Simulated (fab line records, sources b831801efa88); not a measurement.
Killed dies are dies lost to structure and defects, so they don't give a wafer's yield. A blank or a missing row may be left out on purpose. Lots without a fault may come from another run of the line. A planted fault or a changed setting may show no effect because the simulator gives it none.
fab line records | flow sky130
record lots=14 wafers=42 last_day=51
route steps=708 shown VT_ADJUST_PCH@153 SD_N@348 LI_CONTACT@365 CONTACT@409
lots that met no fault: from a run of the same line without faults
start_h: hours from the record's first day to the start of the lot's first wafer shown | wait_h: hours since the lot's step before | " the same as in the row above | L1.1+2: a row that stands for several wafers | - no value, or no start given | * or withheld: withheld | < > ~ a bound
route shown NAME@n: a module of which the file shows steps, and the number in the route of the first | usual: mean/standard deviation of fault-free wafers | same: alike in all rows | chamber/n: place in a boat | sites: the reading at each site | _std_site: their standard deviation | _edge_site: outer sites' mean less inner sites' | radius_mm: how far each site lies from the wafer's centre | mask NAME#n: copy n | behind: the tool/chamber that last shaped the wafer | hold: why the lot was held/for how many hours/how that ended | device: the transistor (n, p or np) that didn't switch | end of line: the same wafers' tests at the end of the route | a step without rows: its recipe alone | killed: dies lost to structure and defects at the first sort, not the wafer's yield | map: a wafer's dies, x killed, . not, _ none there
set.NAME: the setting as run; set.NAME@STEP: as run at that earlier step | model.NAME: the simulator's own value behind a step, which no gauge read
steps of the route over a sample of lots; a table a step, a row a wafer
## steps
# step SKY_VT_ADJUST_PCH_TW_MEAS_10
# usual VT_ADJUST_PCH_TW=144.7/0.6
# columns lot.wafer tool chamber start_h wait_h VT_ADJUST_PCH_TW
L501.2 film_metro-04 - 221.55 0.1 143.8
L501.3 " - " " 145.1
L501.5 " - " " 145.1
L504.1 film_metro-03 - 244.94 0.1 145.5
L504.5 " - " " 144.8
L504.6 " - " " 144.8
L505.1 film_metro-03 - 255.91 0.1 144.7
L505.3 " - " " 145.1
L505.5 " - " " 143.4
L506.1 film_metro-04 - 264.64 0.1 144.1
L506.2 " - " " 143.8
L506.3 " - " " 143.1
L507.3 film_metro-02 - 272.71 0.1 144.8
L507.5 " - " " 145.6
L507.6 " - " " 145.0
L508.2 film_metro-04 - 283.47 0.1 143.7
L508.3 " - " " 144.0
L508.6 " - " " 143.7
L509.1 film_metro-04 - 288.61 0.1 145.1
L509.4 " - " " 144.4
L509.5 " - " " 144.9
L510.2 film_metro-02 - 301.40 0.1 143.8
L510.3 " - " " 144.0
L510.4 " - " " 144.1
L511.2 film_metro-02 - 305.42 0.1 145.1
L511.5 " - " " 144.2
L511.6 " - " " 145.0
L512.1 film_metro-04 - 310.39 0.1 144.8
L512.4 " - " " 145.6
L512.6 " - " " 144.3
L513.2 film_metro-03 - 319.10 0.1 144.7
L513.4 " - " " 144.7
L513.5 " - " " 144.4
L520.1 film_metro-02 - 367.89 0.1 143.6
L520.2 " - " " 144.9
L520.4 " - " " 144.8
L521.1 film_metro-02 - 374.46 0.1 145.5
L521.3 " - " " 144.4
L521.5 " - " " 146.2
L524.2 film_metro-03 - 403.80 0.1 144.4
L524.3 " - " " 144.0
L524.5 " - " " 144.5
# step SKY_SD_N_DEVELOP_06
# recipe resist=NOVOLAK developer=TMAH develop_time_s=60 dev_temp_c=23
# usual developer_temp_C=23.02/0.11
# columns lot.wafer tool chamber start_h wait_h developer_temp_C
L501.2 litho_track-01 0 632.03 0.1 23.05
L501.3 " 0 " " 23.06
L501.5 " 0 " " 23.09
L504.1 litho_track-03 0 664.89 0.1 22.95
L504.5 " 0 " " 22.99
L504.6 " 0 " " 22.92
L505.1 litho_track-03 0 675.44 0.1 23.14
L505.3 " 0 " " 23.15
L505.5 " 0 " " 23.16
L506.1 litho_track-03 0 687.94 0.1 23.17
L506.2 " 0 " " 23.03
L506.3 " 0 " " 23.19
L509.1 litho_track-02 0 709.60 0.1 22.89
L509.4 " 0 " " 23.02
L509.5 " 0 " " 23.02
L508.2 litho_track-02 0 711.18 0.1 23.03
L508.3 " 0 " " 23.00
L508.6 " 0 " " 23.01
L507.3 litho_track-03 0 711.59 0.1 23.12
L507.5 " 0 " " 23.04
L507.6 " 0 " " 23.13
L510.2 litho_track-03 0 723.16 0.1 23.08
L510.3 " 0 " " 22.90
L510.4 " 0 " " 23.00
L511.2 litho_track-02 0 733.38 0.1 22.95
L511.5 " 0 " " 23.10
L511.6 " 0 " " 22.97
L512.1 litho_track-02 0 735.25 0.1 22.87
L512.4 " 0 " " 23.01
L512.6 " 0 " " 22.93
L513.2 litho_track-03 0 744.26 0.1 22.79
L513.4 " 0 " " 22.80
L513.5 " 0 " " 22.88
L520.1 litho_track-03 0 792.69 0.1 20.70
L520.2 " 0 " " 20.77
L520.4 " 0 " " 20.77
L521.1 litho_track-03 0 797.49 0.1 20.81
L521.3 " 0 " " 20.75
L521.5 " 0 " " 20.95
L524.2 litho_track-02 0 847.83 0.1 22.92
L524.3 " 0 " " 22.94
L524.5 " 0 " " 22.89
# step SKY_SD_N_CD_MEAS_07
# recipe target_cd_nm=380
# usual cd_nm=380.2/2.2
# columns lot.wafer tool chamber start_h wait_h cd_nm
L501.2 cd_sem-02 - 632.18 0.1 379.2
L501.3 " - " " 381.2
L501.5 " - " " 379.4
L504.1 cd_sem-01 - 665.04 0.1 383.0
L504.5 " - " " 382.7
L504.6 " - " " 381.1
L505.1 cd_sem-01 - 675.59 0.1 378.2
L505.3 " - " " 379.1
L505.5 " - " " 377.6
L506.1 cd_sem-02 - 688.09 0.1 377.2
L506.2 " - " " 379.6
L506.3 " - " " 375.8
L509.1 cd_sem-02 - 709.75 0.1 382.9
L509.4 " - " " 381.9
L509.5 " - " " 381.6
L508.2 cd_sem-02 - 711.32 0.1 379.6
L508.3 " - " " 382.3
L508.6 " - " " 382.0
L507.3 cd_sem-02 - 711.73 0.1 380.5
L507.5 " - " " 379.1
L507.6 " - " " 382.7
L510.2 cd_sem-01 - 723.31 0.1 378.5
L510.3 " - " " 377.7
L510.4 " - " " 379.4
L511.2 cd_sem-02 - 733.52 0.1 379.7
L511.5 " - " " 380.9
L511.6 " - " " 382.3
L512.1 cd_sem-01 - 735.40 0.1 383.7
L512.4 " - " " 382.2
L512.6 " - " " 382.5
L513.2 cd_sem-01 - 744.41 0.1 379.4
L513.4 " - " " 380.7
L513.5 " - " " 379.4
L520.1 cd_sem-01 - 792.84 0.1 386.3
L520.2 " - " " 386.8
L520.4 " - " " 385.9
L521.1 cd_sem-01 - 797.64 0.1 387.3
L521.3 " - " " 384.8
L521.5 " - " " 385.7
L524.2 cd_sem-01 - 847.98 0.1 380.1
L524.3 " - " " 381.0
L524.5 " - " " 379.2
# step SKY_LI_CONTACT_BOW_MEAS_03
# recipe mode=bow
# usual LI_CONTACT_BOW=56/6.9
# columns lot.wafer tool chamber start_h wait_h LI_CONTACT_BOW[um]
L501.2 film_metro-03 - 633.86 0.2 56
L501.3 " - " " 57
L501.5 " - " " 60
L504.1 film_metro-03 - 666.71 0.1 53
L504.5 " - " " 54
L504.6 " - " " 53
L505.1 film_metro-03 - 677.28 0.2 53
L505.3 " - " " 53
L505.5 " - " " 47
L506.1 film_metro-02 - 689.77 0.2 62
L506.2 " - " " 67
L506.3 " - " " 77
L509.1 film_metro-02 - 711.49 0.1 53
L509.4 " - " " 57
L509.5 " - " " 52
L508.2 film_metro-03 - 713.03 0.2 66
L508.3 " - " " 44
L508.6 " - " " 56
L507.3 film_metro-02 - 713.65 0.1 49
L507.5 " - " " 50
L507.6 " - " " 49
L510.2 film_metro-04 - 724.98 0.3 43
L510.3 " - " " 56
L510.4 " - " " 49
L511.2 film_metro-04 - 735.21 0.1 60
L511.5 " - " " 51
L511.6 " - " " 65
L512.1 film_metro-02 - 737.09 0.1 57
L512.4 " - " " 56
L512.6 " - " " 53
L513.2 film_metro-04 - 746.08 0.2 57
L513.4 " - " " 56
L513.5 " - " " 49
L520.1 film_metro-04 - 794.52 0.2 45
L520.2 " - " " 59
L520.4 " - " " 52
L521.1 film_metro-03 - 799.32 0.2 61
L521.3 " - " " 61
L521.5 " - " " 52
L524.2 film_metro-03 - 849.65 0.2 44
L524.3 " - " " 67
L524.5 " - " " 61
# step SKY_CONTACT_THK_MEAS_03
# recipe reads=SiO2_of_CONTACT_HDPCVD_02
# usual CONTACT_HDPCVD_THK=564/6.1
# columns lot.wafer tool chamber start_h wait_h CONTACT_HDPCVD_THK[nm]
L501.2 film_metro-04 - 694.74 0.0 552
L501.3 " - " " 560
L501.5 " - " " 554
L504.1 film_metro-02 - 724.75 0.0 575
L504.5 " - " " 564
L504.6 " - " " 566
L505.1 film_metro-01 - 735.30 0.0 551
L505.3 " - " " 561
L505.5 " - " " 557
L506.1 film_metro-04 - 747.53 0.0 557
L506.2 " - " " 569
L506.3 " - " " 558
L509.1 film_metro-02 - 767.25 0.0 568
L509.4 " - " " 564
L509.5 " - " " 556
L508.2 film_metro-01 - 769.41 0.0 568
L508.3 " - " " 565
L508.6 " - " " 576
L507.3 film_metro-04 - 770.18 0.1 560
L507.5 " - " " 553
L507.6 " - " " 554
L510.2 film_metro-01 - 782.47 0.0 565
L510.3 " - " " 565
L510.4 " - " " 569
L511.2 film_metro-01 - 791.17 0.0 561
L511.5 " - " " 559
L511.6 " - " " 566
L512.1 film_metro-01 - 794.00 0.0 557
L512.4 " - " " 563
L512.6 " - " " 567
L513.2 film_metro-01 - 802.20 0.0 575
L513.4 " - " " 562
L513.5 " - " " 567
L520.1 film_metro-01 - 849.73 0.0 572
L520.2 " - " " 560
L520.4 " - " " 561
L521.1 film_metro-02 - 854.83 0.0 560
L521.3 " - " " 567
L521.5 " - " " 556
L524.2 film_metro-01 - 903.11 0.0 559
L524.3 " - " " 565
L524.5 " - " " 561
## key
first_sign step=SKY_SD_N_DEVELOP_06 reading=developer_temp_C direction=down sigmas=21 usual=* struck=*
effect step=SKY_SD_N_CD_MEAS_07 reading=cd_nm direction=up sigmas=2.7 usual=380.2 struck=386.1
met_at SKY_SD_N_DEVELOP_06
struck_lots L520,L521
tester_left_out L520,L521
not_acting_at SKY_VT_ADJUST_PCH_TW_MEAS_10,SKY_LI_CONTACT_BOW_MEAS_03,SKY_CONTACT_THK_MEAS_03
onset_between 744.26 792.69
fault kind=process_parameter_drift tool=litho_track-03 chamber=- onset_h=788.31 steps=SKY_SD_N_DEVELOP_06 channel=dev_temp_c offset=* shape=step end_h=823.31 acts_in=* stated=*
# tester_left_out: of these lots the tester's yield and bins aren't shown, on N5 and GAA mostly nor the transistor test; their killed dies are dies lost to structure and defects alone, not to doping, threshold or leakage, so they don't give the yield
